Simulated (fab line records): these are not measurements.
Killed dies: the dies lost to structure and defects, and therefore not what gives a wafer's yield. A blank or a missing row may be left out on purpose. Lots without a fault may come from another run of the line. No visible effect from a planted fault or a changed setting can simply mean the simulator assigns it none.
fab line records	flow sky130
record: lots: 15	wafers: 45	last-day: 50
route steps=708 shown VT_ADJUST_HVTR@138 VT_ADJUST_PCH@150 SONOS_ONO@179
lots with no fault: from the same line, run without faults
start-h: start of the lot's first displayed wafer, in hours after the record's first day	wait-h: hours elapsed since this lot's preceding step	" identical to the entry in the row above	L1.1+2: a single row standing in for several wafers	- either no value or no given start	* or withheld: withheld	< > ~ a bound
route shown NAME@n: NAME is a module with steps in the file, n the number in the route of the first one	usual: average and standard deviation across the fault-free wafers	same: alike in all rows	chamber/n: place in a boat	sites: per-site readings	_std_site: the values' standard deviation	_edge_site: mean of outer sites minus mean of inner sites	radius-mm: how far each site lies from the wafer's centre	mask NAME#n: copy n	behind: the most recent tool/chamber to have shaped the wafer	hold: reason for holding the lot/hours on hold/outcome of the hold	device: the n, p or np transistor that did not switch	end of line: tests run on the same wafers once the route is complete	a step given without rows: its recipe and nothing more	killed: the dies lost at the first sort to structure and to defects; this is not the yield of the wafer	map: a wafer's dies, marking killed ones x, the rest . and places with no die _
set.NAME: the setting the step ran with; set.NAME@STEP: the setting that earlier step ran with	model.NAME: the simulator's own value behind a step, which no gauge read
route steps across a sampled set of lots; one table per step, one row per wafer
services: a tool's chamber out of use, with start hour (start-h, from the record's first day; less than 0 if before it), hours out, and reason
== steps ==
step: SKY_VT_ADJUST_HVTR_CD_MEAS_07
recipe: target-cd-nm: 380
usual: cd-nm: 379.9/2.6
lot.wafer	tool	chamber	start-h	wait-h	cd-nm
L161.1	cd-sem-01	-	193.73	0.1	379.0
L161.4	"	-	"	"	377.3
L161.6	"	-	"	"	377.7
L163.1	cd-sem-02	-	216.51	0.1	385.3
L163.2	"	-	"	"	385.9
L163.5	"	-	"	"	383.2
L165.2	cd-sem-01	-	229.26	0.1	385.6
L165.5	"	-	"	"	382.2
L165.6	"	-	"	"	380.8
L166.1	cd-sem-01	-	251.94	0.1	377.8
L166.3	"	-	"	"	377.3
L166.6	"	-	"	"	378.6
L168.2	cd-sem-01	-	256.53	0.1	373.9
L168.4	"	-	"	"	372.5
L168.5	"	-	"	"	374.4
L169.1	cd-sem-02	-	261.88	0.1	381.8
L169.2	"	-	"	"	380.9
L169.5	"	-	"	"	380.4
L172.1	cd-sem-02	-	281.84	0.1	380.3
L172.3	"	-	"	"	379.9
L172.4	"	-	"	"	379.0
L171.2	cd-sem-02	-	282.33	0.1	377.2
L171.3	"	-	"	"	379.6
L171.4	"	-	"	"	377.8
L176.2	cd-sem-01	-	313.40	0.1	376.5
L176.4	"	-	"	"	378.2
L176.5	"	-	"	"	378.4
L177.1	cd-sem-02	-	319.58	0.1	377.9
L177.4	"	-	"	"	381.4
L177.6	"	-	"	"	378.8
L178.1	cd-sem-02	-	327.84	0.1	380.2
L178.2	"	-	"	"	378.0
L178.4	"	-	"	"	379.8
L181.1	cd-sem-01	-	363.31	0.1	383.4
L181.5	"	-	"	"	382.1
L181.6	"	-	"	"	381.8
L182.1	cd-sem-02	-	375.08	0.1	380.0
L182.2	"	-	"	"	379.4
L182.4	"	-	"	"	377.3
L184.2	cd-sem-02	-	379.60	0.1	379.4
L184.3	"	-	"	"	379.8
L184.6	"	-	"	"	381.1
L183.1	cd-sem-01	-	381.04	0.1	382.8
L183.2	"	-	"	"	384.4
L183.3	"	-	"	"	380.9
step: SKY_VT_ADJUST_HVTR_STRIP_10
recipe: chemistry: O2/N2	power-w: 1400	pressure-mtorr: 1500	platen-temp-c: withheld	o2-flow-sccm: 3000	n2-flow-sccm: 300	overash-fraction: 0.5
usual: drypump-motor-current-A: 5.7/0.36	n2-flow-sccm: 300.0/0.91	oes-product-au: 0.716/0.0043	strip-time-to-endpoint-s: 14.17/0.042
lot.wafer	tool	chamber	start-h	wait-h	drypump-motor-current-A	n2-flow-sccm	oes-product-au	rf-hours-counter-h	strip-time-to-endpoint-s
L161.1	plasma-asher-03	1	194.03	0.1	5.7	300.5	0.716	37	14.17
L161.4	"	1	"	"	5.7	301.1	0.719	-	14.11
L161.6	"	0	"	"	5.5	299.1	0.715	-	14.14
L163.1	plasma-asher-04	0	216.82	0.1	6.1	300.1	0.715	55	14.18
L163.2	"	1	"	"	6.0	299.4	0.712	55	14.17
L163.5	"	0	"	"	6.1	300.9	0.709	-	14.22
L165.2	plasma-asher-04	1	229.54	0.1	6.0	299.4	0.716	56	14.11
L165.5	"	0	"	"	6.1	298.2	0.715	-	14.11
L165.6	"	1	"	"	6.0	298.5	0.711	-	14.16
L166.1	plasma-asher-04	0	252.24	0.1	6.1	298.6	0.719	57	14.18
L166.3	"	1	"	"	6.0	301.4	0.720	-	14.18
L166.6	"	0	"	"	6.1	299.4	0.713	-	14.16
L168.2	plasma-asher-04	1	256.82	0.1	6.0	299.8	0.716	57	14.17
L168.4	"	1	"	"	6.0	299.6	0.709	-	14.16
L168.5	"	1	"	"	6.0	300.2	0.717	-	14.21
L169.1	plasma-asher-03	1	262.18	0.1	5.8	299.7	0.713	44	14.15
L169.2	"	0	"	"	5.5	300.8	0.711	44	14.15
L169.5	"	1	"	"	5.8	298.3	0.714	-	14.15
L172.1	plasma-asher-04	1	282.14	0.1	6.0	299.4	0.710	60	14.20
L172.3	"	1	"	"	6.0	300.8	0.720	-	14.18
L172.4	"	0	"	"	6.1	301.0	0.713	-	14.16
L171.2	plasma-asher-02	1	282.62	0.1	5.6	301.4	0.714	17	14.14
L171.3	"	1	"	"	5.6	299.9	0.718	-	14.19
L171.4	"	0	"	"	4.9	300.4	0.716	-	14.18
L176.2	plasma-asher-02	1	313.68	0.1	5.6	299.3	0.721	20	14.11
L176.4	"	1	"	"	5.6	299.2	0.719	-	14.11
L176.5	"	1	"	"	5.6	299.3	0.714	-	14.13
L177.1	plasma-asher-03	1	319.88	0.1	5.8	300.6	0.711	50	14.21
L177.4	"	0	"	"	5.5	299.7	0.716	-	14.18
L177.6	"	1	"	"	5.7	300.3	0.711	-	14.16
L178.1	plasma-asher-03	0	328.14	0.1	5.5	300.1	0.723	51	14.15
L178.2	"	1	"	"	5.8	301.0	0.715	51	14.15
L178.4	"	0	"	"	5.5	301.4	0.721	-	14.13
L181.1	plasma-asher-04	1	363.62	0.1	6.0	302.0	0.716	68	14.25
L181.5	"	0	"	"	6.1	299.3	0.719	-	14.21
L181.6	"	1	"	"	6.0	300.4	0.710	-	14.25
L182.1	plasma-asher-04	0	375.38	0.1	6.1	300.0	0.707	69	14.24
L182.2	"	1	"	"	6.0	301.1	0.722	69	14.17
L182.4	"	1	"	"	6.0	301.2	0.712	-	14.19
L184.2	plasma-asher-03	1	379.88	0.1	5.8	300.7	0.712	55	14.22
L184.3	"	0	"	"	5.5	300.8	0.714	-	14.25
L184.6	"	0	"	"	5.5	300.0	0.724	-	14.23
L183.1	plasma-asher-02	0	381.34	0.1	4.9	299.3	0.709	27	14.14
L183.2	"	1	"	"	5.6	300.3	0.714	27	14.14
L183.3	"	0	"	"	5.0	300.2	0.713	-	14.13
step: SKY_VT_ADJUST_PCH_OVL_MEAS_07
usual: VT_ADJUST_PCH_OVL: 1.2/1.2
lot.wafer	tool	chamber	start-h	wait-h	VT_ADJUST_PCH_OVL[nm]
L161.1	overlay-01	-	215.44	-	1.1
L161.4	"	-	"	"	1.7
L161.6	"	-	"	"	0.2
L163.1	overlay-01	-	238.89	-	0.8
L163.2	"	-	"	"	0.6
L163.5	"	-	"	"	-0.1
L165.2	overlay-02	-	252.67	-	0.4
L165.5	"	-	"	"	1.1
L165.6	"	-	"	"	0.6
L166.1	overlay-01	-	275.99	-	2.6
L166.3	"	-	"	"	1.6
L166.6	"	-	"	"	1.3
L168.2	overlay-02	-	280.82	-	1.8
L168.4	"	-	"	"	2.2
L168.5	"	-	"	"	0.7
L169.1	overlay-01	-	286.59	-	3.0
L169.2	"	-	"	"	0.9
L169.5	"	-	"	"	0.5
L172.1	overlay-02	-	306.99	-	0.1
L172.3	"	-	"	"	-0.6
L172.4	"	-	"	"	-0.3
L171.2	overlay-02	-	307.64	-	0.6
L171.3	"	-	"	"	1.3
L171.4	"	-	"	"	-0.4
L176.2	overlay-01	-	340.92	-	1.8
L176.4	"	-	"	"	1.4
L176.5	"	-	"	"	2.3
L177.1	overlay-01	-	346.56	-	2.5
L177.4	"	-	"	"	2.1
L177.6	"	-	"	"	2.1
L178.1	overlay-02	-	355.14	-	2.0
L178.2	"	-	"	"	1.0
L178.4	"	-	"	"	2.8
L181.1	overlay-01	-	390.86	-	0.5
L181.5	"	-	"	"	0.9
L181.6	"	-	"	"	-0.7
L182.1	overlay-02	-	401.48	-	1.8
L182.2	"	-	"	"	0.0
L182.4	"	-	"	"	1.1
L184.2	overlay-01	-	405.99	-	-0.4
L184.3	"	-	"	"	0.7
L184.6	"	-	"	"	-0.9
L183.1	overlay-02	-	408.76	-	0.1
L183.2	"	-	"	"	0.3
L183.3	"	-	"	"	-0.3
step: SKY_SONOS_ONO_PEB_11
recipe: temp-c: withheld	time-s: *	resist: NOVOLAK
usual: chill-plate-temp-C: *	exhaust-pa: 45.0/0.86	resist-line-temp-C: *
lot.wafer	tool	chamber	start-h	wait-h	chill-plate-temp-C	exhaust-pa	resist-line-temp-C
L161.1	litho-track-03	0	266.64	-	*	44.9	*
L161.4	"	0	"	"	*	44.0	*
L161.6	"	0	"	"	*	43.7	*
L163.1	litho-track-02	0	292.44	-	*	46.4	*
L163.2	"	0	"	"	*	45.4	*
L163.5	"	0	"	"	*	45.5	*
L165.2	litho-track-01	0	307.55	-	*	45.5	*
L165.5	"	0	"	"	*	46.5	*
L165.6	"	0	"	"	*	44.6	*
L166.1	litho-track-02	0	334.04	-	*	43.4	*
L166.3	"	0	"	"	*	44.5	*
L166.6	"	0	"	"	*	42.8	*
L168.2	litho-track-01	0	338.95	-	*	44.3	*
L168.4	"	0	"	"	*	45.7	*
L168.5	"	0	"	"	*	46.5	*
L169.1	litho-track-03	0	344.04	-	*	44.5	*
L169.2	"	0	"	"	*	45.0	*
L169.5	"	0	"	"	*	45.6	*
L172.1	litho-track-03	0	365.24	-	*	45.2	*
L172.3	"	0	"	"	*	44.3	*
L172.4	"	0	"	"	*	44.0	*
L171.2	litho-track-02	0	366.96	-	*	45.3	*
L171.3	"	0	"	"	*	46.0	*
L171.4	"	0	"	"	*	43.1	*
L177.1	litho-track-01	-	427.52	-	-	-	-
L177.4	"	-	"	"	-	-	-
L177.6	"	-	"	"	-	-	-
L176.2	litho-track-03	-	428.01	-	-	-	-
L176.4	"	-	"	"	-	-	-
L176.5	"	-	"	"	-	-	-
L178.1	litho-track-03	-	428.28	-	-	-	-
L178.2	"	-	"	"	-	-	-
L178.4	"	-	"	"	-	-	-
L181.1	litho-track-01	0	457.87	-	*	46.2	*
L181.5	"	0	"	"	*	44.9	*
L181.6	"	0	"	"	*	45.1	*
L182.1	litho-track-02	0	468.69	-	*	44.4	*
L182.2	"	0	"	"	*	45.5	*
L182.4	"	0	"	"	*	44.5	*
L184.2	litho-track-03	0	474.86	-	*	44.4	*
L184.3	"	0	"	"	*	45.1	*
L184.6	"	0	"	"	*	45.7	*
L183.1	litho-track-03	0	476.38	-	*	44.1	*
L183.2	"	0	"	"	*	44.0	*
L183.3	"	0	"	"	*	43.9	*
== services ==
tool	chamber	start-h	hours	kind
plasma-asher-04	-	234.66	15.0	repair
plasma-asher-04	-	336.06	1.0	repair
plasma-asher-03	-	346.03	2.8	pm
plasma-asher-03	-	361.68	6.0	repair
plasma-asher-03	-	456.77	14.6	pm
== key ==
first-sign: step: SKY_SONOS_ONO_PEB_11	reading: tool-record	direction: missing
effect none on later readings
met-at SKY_SONOS_ONO_PEB_11
struck-lots L176,L177,L178
sort-left-out L176.2,L176.4,L176.5,L177.1,L177.4,L177.6,L178.1,L178.2,L178.4
tester-left-out L176,L177,L178
not-acting-at SKY_VT_ADJUST_HVTR_CD_MEAS_07,SKY_VT_ADJUST_HVTR_STRIP_10,SKY_VT_ADJUST_PCH_OVL_MEAS_07
onset-between 365.24 427.52
fault: kind: skipped-step-whole	tool: litho-track-01,litho-track-03	chamber: -	onset-h: 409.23	steps: SKY_SONOS_ONO_PEB_11	scope: struck-lots-only
tester-left-out: of these lots the tester's yield and bins aren't shown, on N5 and GAA mostly nor the transistor test; their killed dies are dies lost to structure and defects alone, not to doping, threshold or leakage, so they don't give the yield
sort-left-out: the simulated sort isn't trusted on such a fault, so these wafers' sort isn't shown, and their yield isn't known
